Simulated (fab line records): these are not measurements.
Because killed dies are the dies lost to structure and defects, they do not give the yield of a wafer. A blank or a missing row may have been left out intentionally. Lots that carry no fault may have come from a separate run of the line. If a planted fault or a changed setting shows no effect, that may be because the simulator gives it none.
A lot that was struck, set against a sound lot | flow sky130 | 15 steps out of a route of 708
Sound: the wafers L287.2, L287.5, L287.6. The struck wafers were L292.3, L292.4, L292.5. The cause comes at the end.
For every step that has rows: the tool of each side, followed by ch and its chambers, followed by its first start. Under that, the readings that differ: sound wafers | struck wafers | difference of the means | sigmas: that difference in standard deviations of wafers without a fault.
alike: readings whose means differ by less than 2 such deviations, and words and numbers that are the same on both sides. not compared: withheld readings, readings that some wafer has no value for, bounds like >300 that may hide the same value, and numbers for which the record gives no deviation and whose values overlap.
Wherever a step has rows on one side only, a row that says differs or no value, or a row with sigmas, the two part there. Numbers that have no deviation but don't overlap get no sigmas and don't part them. A reading that every wafer of one side lacks parts them only if that side has two wafers or more.

SKY_CAPM_SPUTTER_02: material TiN, target thk 200 nm, time 166.7 s.
  struck on pvd sputter-03, day 39 03:50; sound on pvd sputter-04, day 37 03:58
  alike: throttle valve pct
SKY_CAPM_RS_MEAS_03: measurement is done with a four-point probe.
  struck on film metro-01, day 39 03:58; sound on film metro-01, day 37 04:06
  alike: CAPM_TIN_RS
SKY_CAPM_THK_MEAS_04: measures by xrf.
  struck on film metro-01, day 39 04:04; sound on film metro-01, day 37 04:13
  alike: CAPM_TIN_THK
then, 7 steps without rows for these wafers: SKY_CAPM_DEHYDRATE_05 (time 60 s); SKY_CAPM_HMDS_06 (prime time 60 s); SKY_CAPM_COAT_07 (resist thk 1140 nm); SKY_CAPM_SOFTBAKE_08 (time 60 s); SKY_CAPM_EXPOSE_09 (exposes mask CAPM, target cd 1000 nm); SKY_CAPM_PEB_10; SKY_CAPM_DEVELOP_11 (develop time 60 s).
SKY_CAPM_OVL_MEAS_12:
  struck on overlay-02, day 40 04:13; sound on overlay-01, day 38 05:41
  reading       | sound          | struck      | difference | sigmas
  CAPM_OVL (nm) | -1.3 -2.2 -1.3 | 0.8 2.0 0.7 | +2.8       | +2
SKY_CAPM_METAL_ETCH_13: etches TiN in Cl2/BCl3, stops on SiO2, target depth 220 nm, time 62.9 s.
  sound on rie metal-02 ch 0,1, day 38 05:43; struck on rie metal-04 ch 0,1, day 40 04:16
  reading               | sound             | struck            | difference | sigmas
  oes product au (a.u.) | 0.937 0.935 0.928 | 0.943 0.954 0.949 | +0.015     | +2
  alike: bias w, drypump motor current A, mfc cl2 sccm, throttle valve pct
  not compared: rf hours counter h
SKY_CAPM_STRIP_14: strips in O2/N2.
  sound on plasma asher-01 ch 0,1, day 38 05:48; struck on plasma asher-01 ch 0,1, day 40 04:21
  reading                      | sound             | struck            | difference | sigmas
  o2 flow sccm (sccm)          | 3004 2997 3002    | 3620 3591 3604    | +604       | +65
  strip time to endpoint s (s) | 12.66 12.65 12.60 | 12.56 12.53 12.56 | -0.09      | -2
  alike: drypump motor current A, n2 flow sccm, oes product au
  not compared: rf hours counter h
then, 1 step without rows for these wafers: SKY_CAPM_STRIP_15 (strips in post etch residue remover, time 1200 s).
SKY_PAD_OPEN_PROBE_99:
  the record holds rows for the sound wafers here (prober-01, day 46 10:40) but none for the struck ones

## WHERE THEY PART
At SKY_CAPM_OVL_MEAS_12 first; at SKY_PAD_OPEN_PROBE_99 last (within this record only).

WHY: whatever the simulator had introduced
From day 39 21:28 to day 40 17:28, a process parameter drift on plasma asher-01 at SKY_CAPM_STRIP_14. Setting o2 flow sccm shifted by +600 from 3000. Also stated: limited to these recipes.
